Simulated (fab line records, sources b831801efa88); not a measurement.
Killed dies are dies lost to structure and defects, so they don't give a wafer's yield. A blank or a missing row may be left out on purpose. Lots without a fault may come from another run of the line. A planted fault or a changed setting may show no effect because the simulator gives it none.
A struck lot beside a sound one | flow gf180mcu | 15 steps out of a route of 602
Sound: wafers L632.1, L632.2, L632.5. Struck: wafer L627.3. (L627.1 of the same lot was not struck and is left out.) The cause comes at the end.
At each step with rows: each side's tool, then ch and its chambers, then its first start. Under that, the readings that differ: sound wafers | struck wafers | difference of the means | sigmas: that difference in standard deviations of wafers without a fault.
alike: readings whose means differ by less than 2 such deviations, and words and numbers that are the same on both sides. not compared: withheld readings, readings that some wafer has no value for, bounds like >300 that may hide the same value, and numbers for which the record gives no deviation and whose values overlap.
The two part at a step that has a row with sigmas, a row that says differs or no value, or rows on one side only. Numbers that don't overlap but have no deviation are shown without sigmas and don't part them. A reading that every wafer of one side lacks parts them only if that side has two wafers or more.

GF_V4_SPUTTER_22: material TiN, target thk 10 nm, time 40 s.
  sound on pvd_sputter-03, day 29 20:24; struck on pvd_sputter-03, day 28 00:15
  alike: throttle_valve_pct
then, 1 step without rows for these wafers: GF_V4_CVD_23 (deposits W, target thk 350 nm, time 104.9 s).
GF_V4_RS_MEAS_24: measures by four-point-probe.
  sound on film_metro-01, day 29 20:33; struck on film_metro-01, day 28 00:28
  alike: V4_W_RS
GF_V4_THK_MEAS_25: measures by xrf.
  sound on film_metro-01, day 29 20:40; struck on film_metro-01, day 28 00:35
  alike: V4_W_THK
then, 1 step without rows for these wafers: GF_V4_CMP_26 (polishes, stops on SiO2, t overpolish 15 s, target thk 0 nm).
GF_MIM_SPUTTER_00: material Ti, target thk 37.5 nm, time 150 s.
  sound on pvd_sputter-02, day 29 21:02; struck on pvd_sputter-03, day 28 00:56
  alike: throttle_valve_pct
then, 1 step without rows for these wafers: GF_MIM_SPUTTER_01 (material TiN, target thk 30 nm, time 25 s).
GF_MIM_SPUTTER_02: material AlCu, target thk 450 nm, time 23.9 s.
  sound on pvd_sputter-02, day 29 21:10; struck on pvd_sputter-03, day 28 01:04
  alike: throttle_valve_pct
GF_MIM_SPUTTER_03: material Ti, target thk 10 nm, time 6.7 s.
  sound on pvd_sputter-02, day 29 21:11; struck on pvd_sputter-03, day 28 01:06
  alike: throttle_valve_pct
GF_MIM_SPUTTER_04: material TiN, target thk 50 nm, time 41.7 s.
  sound on pvd_sputter-02, day 29 21:13; struck on pvd_sputter-03, day 28 01:07
  alike: throttle_valve_pct
then, 1 step without rows for these wafers: GF_MIM_CVD_05 (deposits Si3N4, target thk 42 nm, time 29.086 s).
GF_MIM_THK_MEAS_06:
  sound on film_metro-02, day 29 21:17; struck on film_metro-02, day 28 01:11
  reading             | sound          | struck | difference | sigmas
  MIM_CVD_05_THK (nm) | 41.4 41.0 41.7 | 42.6   | +1.2       | +2
GF_MIM_SPUTTER_07: material TiN, target thk 60 nm, time 50 s.
  sound on pvd_sputter-01, day 29 21:20; struck on pvd_sputter-02, day 28 01:15
  reading                                 | sound             | struck | difference | sigmas
  model.TiN_of_MIM_SPUTTER_07.thk_nm (nm) | 59.93 59.14 59.88 | 61.14  | +1.49      |
  alike: throttle_valve_pct
then, 2 steps without rows for these wafers: GF_MIM_SPUTTER_08 (material AlCu, target thk 200 nm, time 10.6 s); GF_PASSIVATION_PROBE_99.

WHERE THEY PART
Only at GF_MIM_THK_MEAS_06, within this record. Later steps at which nothing parts them and some readings are alike: GF_MIM_SPUTTER_07.

WHY: what the simulator had put in
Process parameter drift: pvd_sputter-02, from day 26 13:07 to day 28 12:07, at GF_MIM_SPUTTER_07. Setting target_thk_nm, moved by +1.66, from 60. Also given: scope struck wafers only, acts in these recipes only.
